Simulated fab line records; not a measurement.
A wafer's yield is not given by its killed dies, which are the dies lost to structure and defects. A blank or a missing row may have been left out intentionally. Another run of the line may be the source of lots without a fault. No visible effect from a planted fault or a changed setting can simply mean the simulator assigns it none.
Which tool did it? / flow sky130 / 72 wafers from 24 lots sampled at 6 of the route's 708 steps

== WHAT EACH GAUGE READ, for each wafer ==
SKY_SD_N_OVL_MEAS_08.
lot=L074; measured=day 27 23:06; on=overlay-01; SD_N_OVL (nm)=-0.5 -0.8 -0.7
lot=L076; measured=day 28 10:42; on=overlay-02; SD_N_OVL (nm)=0.7 -2.2 -0.9
lot=L075; measured=day 28 12:35; on=overlay-02; SD_N_OVL (nm)=0.3 -0.1 -0.4
lot=L077; measured=day 28 21:41; on=overlay-02; SD_N_OVL (nm)=-3.0 -2.8 -2.4
lot=L078; measured=day 29 10:18; on=overlay-02; SD_N_OVL (nm)=1.0 0.5 0.8
lot=L079; measured=day 29 10:26; on=overlay-01; SD_N_OVL (nm)=0.5 0.6 1.8
lot=L080; measured=day 29 22:49; on=overlay-01; SD_N_OVL (nm)=-0.4 0.1 0.7
lot=L081; measured=day 31 00:51; on=overlay-01; SD_N_OVL (nm)=-2.1 -1.5 -1.0
lot=L082; measured=day 31 03:11; on=overlay-02; SD_N_OVL (nm)=-1.4 -1.0 0.0
lot=L083; measured=day 31 13:09; on=overlay-01; SD_N_OVL (nm)=-0.2 -0.9 -1.7
lot=L084; measured=day 32 03:41; on=overlay-02; SD_N_OVL (nm)=0.7 1.8 1.3
lot=L085; measured=day 32 05:36; on=overlay-02; SD_N_OVL (nm)=1.1 0.9 -0.5
lot=L086; measured=day 32 14:41; on=overlay-02; SD_N_OVL (nm)=0.8 -0.8 0.2
lot=L088; measured=day 33 03:06; on=overlay-02; SD_N_OVL (nm)=1.9 1.5 2.9
lot=L087; measured=day 33 03:35; on=overlay-02; SD_N_OVL (nm)=0.9 -0.6 0.6
lot=L089; measured=day 33 10:59; on=overlay-01; SD_N_OVL (nm)=-1.9 0.0 -0.8
lot=L091; measured=day 34 03:41; on=overlay-01; SD_N_OVL (nm)=-0.6 -0.9 -1.2
lot=L090; measured=day 34 04:40; on=overlay-02; SD_N_OVL (nm)=0.5 -0.6 -0.4
lot=L093; measured=day 34 11:31; on=overlay-01; SD_N_OVL (nm)=2.1 0.7 -0.7
lot=L092; measured=day 34 15:44; on=overlay-01; SD_N_OVL (nm)=-0.2 0.7 1.8
lot=L094; measured=day 34 15:45; on=overlay-02; SD_N_OVL (nm)=-0.2 -1.7 -0.4
lot=L095; measured=day 34 22:34; on=overlay-01; SD_N_OVL (nm)=-1.6 -1.0 -1.8
lot=L096; measured=day 35 08:59; on=overlay-02; SD_N_OVL (nm)=-2.3 -0.4 -2.4
lot=L097; measured=day 35 09:49; on=overlay-01; SD_N_OVL (nm)=1.0 1.6 0.9

SKY_CONTACT_RS_MEAS_25: measurement is done with a four-point probe.
lot=L074; measured=day 31 16:01; on=filmMetro-04; CONTACT_W_RS (ohm/sq)=0.333 0.332 0.336
lot=L076; measured=day 32 04:10; on=filmMetro-03; CONTACT_W_RS (ohm/sq)=0.349 0.337 0.339
lot=L075; measured=day 32 05:51; on=filmMetro-04; CONTACT_W_RS (ohm/sq)=0.340 0.336 0.344
lot=L077; measured=day 32 15:26; on=filmMetro-03; CONTACT_W_RS (ohm/sq)=0.335 0.333 0.333
lot=L078; measured=day 33 02:15; on=filmMetro-03; CONTACT_W_RS (ohm/sq)=0.337 0.335 0.344
lot=L079; measured=day 33 03:44; on=filmMetro-03; CONTACT_W_RS (ohm/sq)=0.335 0.332 0.335
lot=L080; measured=day 33 14:11; on=filmMetro-03; CONTACT_W_RS (ohm/sq)=0.337 0.334 0.333
lot=L081; measured=day 34 15:35; on=filmMetro-01; CONTACT_W_RS (ohm/sq)=0.337 0.339 0.337
lot=L082; measured=day 34 17:05; on=filmMetro-01; CONTACT_W_RS (ohm/sq)=0.333 0.338 0.337
lot=L083; measured=day 35 02:28; on=filmMetro-01; CONTACT_W_RS (ohm/sq)=0.337 0.338 0.335
lot=L084; measured=day 35 16:58; on=filmMetro-03; CONTACT_W_RS (ohm/sq)=0.342 0.348 0.339
lot=L085; measured=day 35 19:29; on=filmMetro-03; CONTACT_W_RS (ohm/sq)=0.338 0.329 0.335
lot=L086; measured=day 36 02:21; on=filmMetro-03; CONTACT_W_RS (ohm/sq)=0.343 0.336 0.342
lot=L088; measured=day 36 15:11; on=filmMetro-04; CONTACT_W_RS (ohm/sq)=0.341 0.341 0.341
lot=L087; measured=day 36 15:48; on=filmMetro-03; CONTACT_W_RS (ohm/sq)=0.342 0.339 0.336
lot=L089; measured=day 36 23:14; on=filmMetro-01; CONTACT_W_RS (ohm/sq)=0.336 0.340 0.338
lot=L091; measured=day 37 15:21; on=filmMetro-03; CONTACT_W_RS (ohm/sq)=0.339 0.339 0.343
lot=L090; measured=day 37 16:17; on=filmMetro-01; CONTACT_W_RS (ohm/sq)=0.341 0.339 0.338
lot=L093; measured=day 37 21:32; on=filmMetro-01; CONTACT_W_RS (ohm/sq)=0.343 0.340 0.340
lot=L092; measured=day 38 03:38; on=filmMetro-03; CONTACT_W_RS (ohm/sq)=0.338 0.336 0.340
lot=L094; measured=day 38 03:57; on=filmMetro-03; CONTACT_W_RS (ohm/sq)=0.337 0.339 0.341
lot=L095; measured=day 38 09:56; on=filmMetro-04; CONTACT_W_RS (ohm/sq)=0.340 0.341 0.341
lot=L096; measured=day 38 19:53; on=filmMetro-01; CONTACT_W_RS (ohm/sq)=0.332 0.337 0.332
lot=L097; measured=day 38 21:17; on=filmMetro-03; CONTACT_W_RS (ohm/sq)=0.339 0.342 0.337

SKY_CAPM_THK_MEAS_01.
lot=L074; measured=day 36 07:02; on=filmMetro-04; CAPM_CVD_00_THK (nm)=15.10 15.58 15.62
lot=L076; measured=day 36 19:12; on=filmMetro-03; CAPM_CVD_00_THK (nm)=15.24 15.80 15.71
lot=L075; measured=day 36 21:49; on=filmMetro-03; CAPM_CVD_00_THK (nm)=15.32 15.38 15.37
lot=L077; measured=day 37 05:54; on=filmMetro-04; CAPM_CVD_00_THK (nm)=15.34 15.21 15.68
lot=L078; measured=day 37 17:19; on=filmMetro-03; CAPM_CVD_00_THK (nm)=15.26 15.67 15.62
lot=L079; measured=day 37 18:48; on=filmMetro-02; CAPM_CVD_00_THK (nm)=15.40 15.42 15.60
lot=L080; measured=day 38 05:34; on=filmMetro-02; CAPM_CVD_00_THK (nm)=15.56 15.19 15.88
lot=L081; measured=day 39 06:28; on=filmMetro-04; CAPM_CVD_00_THK (nm)=15.69 15.46 15.91
lot=L082; measured=day 39 08:18; on=filmMetro-04; CAPM_CVD_00_THK (nm)=15.42 15.60 15.39
lot=L083; measured=day 39 14:24; on=filmMetro-04; CAPM_CVD_00_THK (nm)=15.60 15.42 15.60
lot=L084; measured=day 40 05:22; on=filmMetro-02; CAPM_CVD_00_THK (nm)=15.49 15.72 15.78
lot=L085; measured=day 40 07:52; on=filmMetro-03; CAPM_CVD_00_THK (nm)=15.42 15.36 15.58
lot=L086; measured=day 40 14:24; on=filmMetro-03; CAPM_CVD_00_THK (nm)=15.15 15.57 15.60
lot=L088; measured=day 41 03:01; on=filmMetro-04; CAPM_CVD_00_THK (nm)=15.21 15.48 15.67
lot=L087; measured=day 41 03:27; on=filmMetro-04; CAPM_CVD_00_THK (nm)=15.12 15.45 15.29
lot=L089; measured=day 41 10:23; on=filmMetro-04; CAPM_CVD_00_THK (nm)=15.24 15.07 15.41
lot=L091; measured=day 41 22:13; on=filmMetro-03; CAPM_CVD_00_THK (nm)=14.98 15.06 15.06
lot=L090; measured=day 41 22:59; on=filmMetro-02; CAPM_CVD_00_THK (nm)=15.36 15.81 15.61
lot=L093; measured=day 42 07:41; on=filmMetro-02; CAPM_CVD_00_THK (nm)=15.23 15.26 15.29
lot=L092; measured=day 42 11:28; on=filmMetro-03; CAPM_CVD_00_THK (nm)=15.06 15.18 15.46
lot=L094; measured=day 42 12:19; on=filmMetro-03; CAPM_CVD_00_THK (nm)=15.31 15.56 15.54
lot=L095; measured=day 42 18:28; on=filmMetro-02; CAPM_CVD_00_THK (nm)=15.49 15.80 15.51
lot=L096; measured=day 43 01:36; on=filmMetro-03; CAPM_CVD_00_THK (nm)=15.26 15.35 15.49
lot=L097; measured=day 43 03:23; on=filmMetro-03; CAPM_CVD_00_THK (nm)=15.23 15.19 15.61

SKY_METAL5_RS_MEAS_05: measurement is done with a four-point probe.
lot=L074; measured=day 42 19:10; on=filmMetro-03; METAL5_ALCU_RS (ohm/sq)=0.0268 0.0269 0.0267
lot=L076; measured=day 43 04:18; on=filmMetro-03; METAL5_ALCU_RS (ohm/sq)=0.0270 0.0267 0.0268
lot=L075; measured=day 43 08:29; on=filmMetro-03; METAL5_ALCU_RS (ohm/sq)=0.0273 0.0270 0.0275
lot=L077; measured=day 43 14:00; on=filmMetro-02; METAL5_ALCU_RS (ohm/sq)=0.0272 0.0272 0.0269
lot=L078; measured=day 44 00:56; on=filmMetro-02; METAL5_ALCU_RS (ohm/sq)=0.0273 0.0272 0.0274
lot=L079; measured=day 44 01:29; on=filmMetro-04; METAL5_ALCU_RS (ohm/sq)=0.0268 0.0267 0.0270
lot=L080; measured=day 44 10:08; on=filmMetro-03; METAL5_ALCU_RS (ohm/sq)=0.0272 0.0270 0.0266
lot=L081; measured=day 45 09:04; on=filmMetro-02; METAL5_ALCU_RS (ohm/sq)=0.0270 0.0268 0.0268
lot=L082; measured=day 45 10:14; on=filmMetro-04; METAL5_ALCU_RS (ohm/sq)=0.0272 0.0269 0.0269
lot=L083; measured=day 45 17:12; on=filmMetro-03; METAL5_ALCU_RS (ohm/sq)=0.0271 0.0270 0.0268
lot=L084; measured=day 46 04:52; on=filmMetro-04; METAL5_ALCU_RS (ohm/sq)=0.0272 0.0269 0.0270
lot=L085; measured=day 46 06:04; on=filmMetro-02; METAL5_ALCU_RS (ohm/sq)=0.0273 0.0272 0.0275
lot=L086; measured=day 46 12:32; on=filmMetro-03; METAL5_ALCU_RS (ohm/sq)=0.0269 0.0269 0.0269
lot=L088; measured=day 46 21:19; on=filmMetro-02; METAL5_ALCU_RS (ohm/sq)=0.0270 0.0273 0.0271
lot=L087; measured=day 46 22:16; on=filmMetro-04; METAL5_ALCU_RS (ohm/sq)=0.0268 0.0266 0.0268
lot=L089; measured=day 47 02:55; on=filmMetro-04; METAL5_ALCU_RS (ohm/sq)=0.0269 0.0268 0.0268
lot=L091; measured=day 47 13:58; on=filmMetro-03; METAL5_ALCU_RS (ohm/sq)=0.0273 0.0272 0.0268
lot=L090; measured=day 47 16:25; on=filmMetro-02; METAL5_ALCU_RS (ohm/sq)=0.0268 0.0270 0.0270
lot=L093; measured=day 47 22:37; on=filmMetro-04; METAL5_ALCU_RS (ohm/sq)=0.0274 0.0273 0.0271
lot=L092; measured=day 48 02:02; on=filmMetro-02; METAL5_ALCU_RS (ohm/sq)=0.0274 0.0271 0.0275
lot=L094; measured=day 48 03:33; on=filmMetro-04; METAL5_ALCU_RS (ohm/sq)=0.0270 0.0273 0.0275
lot=L095; measured=day 48 08:53; on=filmMetro-04; METAL5_ALCU_RS (ohm/sq)=0.0278 0.0279 0.0277
lot=L096; measured=day 48 12:52; on=filmMetro-04; METAL5_ALCU_RS (ohm/sq)=0.0276 0.0278 0.0277
lot=L097; measured=day 48 14:08; on=filmMetro-03; METAL5_ALCU_RS (ohm/sq)=0.0265 0.0265 0.0266

== TOOL THAT RAN EACH LOT (tool first, then ch and the chambers of the sampled wafers, then the start) ==
lot=L074; SKY_METAL2_SPUTTER_03=pvdSputter-01, day 34 00:27; SKY_CAP2M_STRIP_14=plasmaAsher-01 ch 0,1, day 40 16:33
lot=L076; SKY_METAL2_SPUTTER_03=pvdSputter-03, day 34 13:08; SKY_CAP2M_STRIP_14=plasmaAsher-02 ch 0, day 41 02:22
lot=L075; SKY_METAL2_SPUTTER_03=pvdSputter-01, day 34 14:44; SKY_CAP2M_STRIP_14=plasmaAsher-01 ch 0,1, day 41 06:01
lot=L077; SKY_METAL2_SPUTTER_03=pvdSputter-03, day 34 23:15; SKY_CAP2M_STRIP_14=plasmaAsher-01 ch 0,1, day 41 12:32
lot=L078; SKY_METAL2_SPUTTER_03=pvdSputter-02, day 35 10:13; SKY_CAP2M_STRIP_14=plasmaAsher-01 ch 0, day 41 22:53
lot=L079; SKY_METAL2_SPUTTER_03=pvdSputter-02, day 35 11:43; SKY_CAP2M_STRIP_14=plasmaAsher-01 ch 0,1, day 42 01:03
lot=L080; SKY_METAL2_SPUTTER_03=pvdSputter-03, day 35 22:35; SKY_CAP2M_STRIP_14=plasmaAsher-02 ch 0,1, day 42 09:31
lot=L081; SKY_METAL2_SPUTTER_03=pvdSputter-01, day 36 23:17; SKY_CAP2M_STRIP_14=plasmaAsher-04 ch 0,1, day 43 08:52
lot=L082; SKY_METAL2_SPUTTER_03=pvdSputter-03, day 37 01:06; SKY_CAP2M_STRIP_14=plasmaAsher-04 ch 0,1, day 43 10:55
lot=L083; SKY_METAL2_SPUTTER_03=pvdSputter-03, day 37 08:25; SKY_CAP2M_STRIP_14=plasmaAsher-04 ch 0,1, day 43 16:48
lot=L084; SKY_METAL2_SPUTTER_03=pvdSputter-02, day 38 00:06; SKY_CAP2M_STRIP_14=plasmaAsher-01 ch 0,1, day 44 06:51
lot=L085; SKY_METAL2_SPUTTER_03=pvdSputter-01, day 38 03:19; SKY_CAP2M_STRIP_14=plasmaAsher-01 ch 0,1, day 44 08:28
lot=L086; SKY_METAL2_SPUTTER_03=pvdSputter-03, day 38 10:19; SKY_CAP2M_STRIP_14=plasmaAsher-04 ch 0,1, day 44 15:05
lot=L088; SKY_METAL2_SPUTTER_03=pvdSputter-03, day 38 23:19; SKY_CAP2M_STRIP_14=plasmaAsher-02 ch 0,1, day 45 01:18
lot=L087; SKY_METAL2_SPUTTER_03=pvdSputter-01, day 38 23:42; SKY_CAP2M_STRIP_14=plasmaAsher-01 ch 0,1, day 45 01:36
lot=L089; SKY_METAL2_SPUTTER_03=pvdSputter-01, day 39 06:58; SKY_CAP2M_STRIP_14=plasmaAsher-02 ch 0,1, day 45 06:16
lot=L091; SKY_METAL2_SPUTTER_03=pvdSputter-03, day 39 19:30; SKY_CAP2M_STRIP_14=plasmaAsher-02 ch 0,1, day 45 18:14
lot=L090; SKY_METAL2_SPUTTER_03=pvdSputter-01, day 39 21:08; SKY_CAP2M_STRIP_14=plasmaAsher-04 ch 0,1, day 45 20:27
lot=L093; SKY_METAL2_SPUTTER_03=pvdSputter-01, day 40 04:11; SKY_CAP2M_STRIP_14=plasmaAsher-04 ch 0, day 46 02:53
lot=L092; SKY_METAL2_SPUTTER_03=pvdSputter-01, day 40 09:15; SKY_CAP2M_STRIP_14=plasmaAsher-02 ch 0,1, day 46 07:22
lot=L094; SKY_METAL2_SPUTTER_03=pvdSputter-03, day 40 09:22; SKY_CAP2M_STRIP_14=plasmaAsher-01 ch 0,1, day 46 07:58
lot=L095; SKY_METAL2_SPUTTER_03=pvdSputter-01, day 40 15:25; SKY_CAP2M_STRIP_14=plasmaAsher-01 ch 0,1, day 46 13:35
lot=L096; SKY_METAL2_SPUTTER_03=pvdSputter-03, day 41 00:08; SKY_CAP2M_STRIP_14=plasmaAsher-01 ch 0,1, day 46 19:17
lot=L097; SKY_METAL2_SPUTTER_03=pvdSputter-01, day 41 02:15; SKY_CAP2M_STRIP_14=plasmaAsher-01 ch 1, day 46 20:25
- SKY_METAL2_SPUTTER_03: material Ti, target thk 5 nm, time 3.3 s.
- SKY_CAP2M_STRIP_14: strips in O2/N2.

== WHAT THE TOOLS THEMSELVES READ (means of the sampled wafers that have a number; where no wafer has one, the mark that the record gives instead) ==
SKY_METAL2_SPUTTER_03.
lot=L074; tool=pvdSputter-01; throttleValvePct (%)=29.4
lot=L076; tool=pvdSputter-03; throttleValvePct (%)=29.9
lot=L075; tool=pvdSputter-01; throttleValvePct (%)=29.8
lot=L077; tool=pvdSputter-03; throttleValvePct (%)=29.9
lot=L078; tool=pvdSputter-02; throttleValvePct (%)=29.4
lot=L079; tool=pvdSputter-02; throttleValvePct (%)=29.1
lot=L080; tool=pvdSputter-03; throttleValvePct (%)=29.6
lot=L081; tool=pvdSputter-01; throttleValvePct (%)=29.7
lot=L082; tool=pvdSputter-03; throttleValvePct (%)=30.1
lot=L083; tool=pvdSputter-03; throttleValvePct (%)=29.9
lot=L084; tool=pvdSputter-02; throttleValvePct (%)=29.6
lot=L085; tool=pvdSputter-01; throttleValvePct (%)=30.1
lot=L086; tool=pvdSputter-03; throttleValvePct (%)=29.8
lot=L088; tool=pvdSputter-03; throttleValvePct (%)=29.3
lot=L087; tool=pvdSputter-01; throttleValvePct (%)=29.5
lot=L089; tool=pvdSputter-01; throttleValvePct (%)=30.1
lot=L091; tool=pvdSputter-03; throttleValvePct (%)=30.0
lot=L090; tool=pvdSputter-01; throttleValvePct (%)=29.6
lot=L093; tool=pvdSputter-01; throttleValvePct (%)=29.8
lot=L092; tool=pvdSputter-01; throttleValvePct (%)=30.0
lot=L094; tool=pvdSputter-03; throttleValvePct (%)=29.1
lot=L095; tool=pvdSputter-01; throttleValvePct (%)=29.8
lot=L096; tool=pvdSputter-03; throttleValvePct (%)=30.0
lot=L097; tool=pvdSputter-01; throttleValvePct (%)=29.5

SKY_CAP2M_STRIP_14.
lot=L074; tool=plasmaAsher-01; drypumpMotorCurrentA (A)=5.5; oesProductAu (a.u.)=0.710; stripTimeToEndpointS (s)=12.69
lot=L076; tool=plasmaAsher-02; drypumpMotorCurrentA (A)=6.3; oesProductAu (a.u.)=0.707; stripTimeToEndpointS (s)=12.60
lot=L075; tool=plasmaAsher-01; drypumpMotorCurrentA (A)=5.5; oesProductAu (a.u.)=0.712; stripTimeToEndpointS (s)=12.63
lot=L077; tool=plasmaAsher-01; drypumpMotorCurrentA (A)=5.9; oesProductAu (a.u.)=0.708; stripTimeToEndpointS (s)=12.63
lot=L078; tool=plasmaAsher-01; drypumpMotorCurrentA (A)=6.4; oesProductAu (a.u.)=0.708; stripTimeToEndpointS (s)=12.62
lot=L079; tool=plasmaAsher-01; drypumpMotorCurrentA (A)=5.9; oesProductAu (a.u.)=0.711; stripTimeToEndpointS (s)=12.66
lot=L080; tool=plasmaAsher-02; drypumpMotorCurrentA (A)=6.0; oesProductAu (a.u.)=0.709; stripTimeToEndpointS (s)=12.65
lot=L081; tool=plasmaAsher-04; drypumpMotorCurrentA (A)=5.6; oesProductAu (a.u.)=0.710; stripTimeToEndpointS (s)=12.65
lot=L082; tool=plasmaAsher-04; drypumpMotorCurrentA (A)=5.3; oesProductAu (a.u.)=0.709; stripTimeToEndpointS (s)=12.74
lot=L083; tool=plasmaAsher-04; drypumpMotorCurrentA (A)=5.6; oesProductAu (a.u.)=0.709; stripTimeToEndpointS (s)=12.57
lot=L084; tool=plasmaAsher-01; drypumpMotorCurrentA (A)=5.5; oesProductAu (a.u.)=0.710; stripTimeToEndpointS (s)=12.63
lot=L085; tool=plasmaAsher-01; drypumpMotorCurrentA (A)=5.9; oesProductAu (a.u.)=0.713; stripTimeToEndpointS (s)=12.71
lot=L086; tool=plasmaAsher-04; drypumpMotorCurrentA (A)=5.6; oesProductAu (a.u.)=0.713; stripTimeToEndpointS (s)=12.62
lot=L088; tool=plasmaAsher-02; drypumpMotorCurrentA (A)=5.7; oesProductAu (a.u.)=0.708; stripTimeToEndpointS (s)=12.64
lot=L087; tool=plasmaAsher-01; drypumpMotorCurrentA (A)=5.5; oesProductAu (a.u.)=0.713; stripTimeToEndpointS (s)=12.68
lot=L089; tool=plasmaAsher-02; drypumpMotorCurrentA (A)=6.0; oesProductAu (a.u.)=0.709; stripTimeToEndpointS (s)=12.62
lot=L091; tool=plasmaAsher-02; drypumpMotorCurrentA (A)=6.0; oesProductAu (a.u.)=0.711; stripTimeToEndpointS (s)=12.68
lot=L090; tool=plasmaAsher-04; drypumpMotorCurrentA (A)=5.6; oesProductAu (a.u.)=0.712; stripTimeToEndpointS (s)=12.66
lot=L093; tool=plasmaAsher-04; drypumpMotorCurrentA (A)=5.9; oesProductAu (a.u.)=0.714; stripTimeToEndpointS (s)=12.67
lot=L092; tool=plasmaAsher-02; drypumpMotorCurrentA (A)=5.7; oesProductAu (a.u.)=0.710; stripTimeToEndpointS (s)=12.73
lot=L094; tool=plasmaAsher-01; drypumpMotorCurrentA (A)=5.5; oesProductAu (a.u.)=0.707; stripTimeToEndpointS (s)=12.60
lot=L095; tool=plasmaAsher-01; drypumpMotorCurrentA (A)=5.9; oesProductAu (a.u.)=0.708; stripTimeToEndpointS (s)=12.63
lot=L096; tool=plasmaAsher-01; drypumpMotorCurrentA (A)=5.9; oesProductAu (a.u.)=0.713; stripTimeToEndpointS (s)=12.64
lot=L097; tool=plasmaAsher-01; drypumpMotorCurrentA (A)=5.0; oesProductAu (a.u.)=0.711; stripTimeToEndpointS (s)=12.62

== THE ANSWER, worked out from the rows above alone ==
Rule: the usual values come from the lots themselves. The widest of any qualifying gaps counts: lots, ordered by their means at a reading, are off when they make up no more than a third of the lots, leave a main group of 4 or more, and stand apart from it by 3 or more times the standard deviation of that group's means. A main group whose means are all the same, to the digits that the tables above print for the reading, isn't used. A lot without any number at a reading at which 4 lots or more have one is off too. All remaining lots with rows at the step are treated as sound. After the gauges, taken in route order, come the tools' own readings; for these a lot's mean is taken, as printed above. The first step at which some lot is off is used, and at that step the reading that is off furthest; a lot without a number counts as furthest.
No lot is off at any reading shown: from this, nothing can be told.

== WHAT THE SIMULATOR PUT IN ==
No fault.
